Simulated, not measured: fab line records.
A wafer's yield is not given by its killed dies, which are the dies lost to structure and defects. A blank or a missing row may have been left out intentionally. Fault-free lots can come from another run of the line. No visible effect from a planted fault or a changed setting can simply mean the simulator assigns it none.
The same fault as seen by 2 desks    flow gf180mcu    every desk sees just its own numbers, and what lay behind them comes last

## THE TOOL OWNER'S DESK: implanter-03
For each lot that ran on this tool, the mean over its sampled wafers that have a number, from the tool's own readings at GF_MVPSD_IMPLANT_08. The brackets show how far a lot's mean lies from the usual mean; more than 4 standard deviations puts the lot out of limits, marked OUT.
Columns: A = dose-ions-cm2 at GF_MVPSD_IMPLANT_08, usual 1.5e+13; B = faraday-current-uA at GF_MVPSD_IMPLANT_08, usual 84.6
lot   first seen here  A                  B
L199  day 5 11:38      1.5e+13            84.6
L201  day 5 23:35      1.5e+13            83.0
L213  day 9 01:05      1.3e+13 (-97) OUT  75.9 (-5.8) OUT
L214  day 9 06:11      1.3e+13 (-97) OUT  75.0 (-6.4) OUT
This desk finds L213, L214 out of limits, L213 being first, at day 9 01:05 (dose-ions-cm2 at GF_MVPSD_IMPLANT_08). L199, L201: within limits.

## THE METROLOGY DESK
Lot by lot, what the gauges showed, no matter which tool ran the lot: averages of those sampled wafers that carry a number. The brackets show how far a lot's mean lies from the usual mean; more than 4 standard deviations puts the lot out of limits, marked OUT.
Columns: A = MVPSD_TW at GF_MVPSD_TW_MEAS_11, usual 551; B = MVPSD_RS at GF_VT_IMPLANT_RS_MEAS_49, usual 1168 ohm/sq
lot   first seen here  A    B
L198  day 5 05:45      559  1168
L199  day 5 12:02      545  1167
L201  day 5 23:58      556  1166
L202  day 6 06:02      543  1174
L203  day 6 10:11      556  1171
L204  day 6 16:41      555  1168
L213  day 9 01:33      535  1244 (+18) OUT
L214  day 9 06:35      526  1235 (+16) OUT
L215  day 9 14:34      558  1166
L216  day 9 19:42      544  1168
L219  day 10 13:11     554  1168
This desk finds L213, L214 out of limits, with the earliest case on L213 at day 12 02:16 (MVPSD_RS at GF_VT_IMPLANT_RS_MEAS_49). L198, L199, L201, L202, L203, L204, L215, L216, L219: within limits.

## ALL TOGETHER
The tool owner's desk could have raised an alarm at day 9 01:05, on L213, L214.
The metrology desk could have raised an alarm at day 12 02:16, on L213, L214.
The lots listed all ran GF_MVPSD_IMPLANT_08 on implanter-03.

## WHAT HAD BEEN PUT IN BY THE SIMULATOR
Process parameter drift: implanter-03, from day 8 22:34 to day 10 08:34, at GF_MVPSD_IMPLANT_08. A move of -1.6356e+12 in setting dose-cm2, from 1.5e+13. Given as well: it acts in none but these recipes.
Lots struck among those shown: L213, L214.
Delay (hours) between the fault's onset and each desk's first out-of-limits reading: 3 at the tool owner's desk, 76 at the metrology desk.
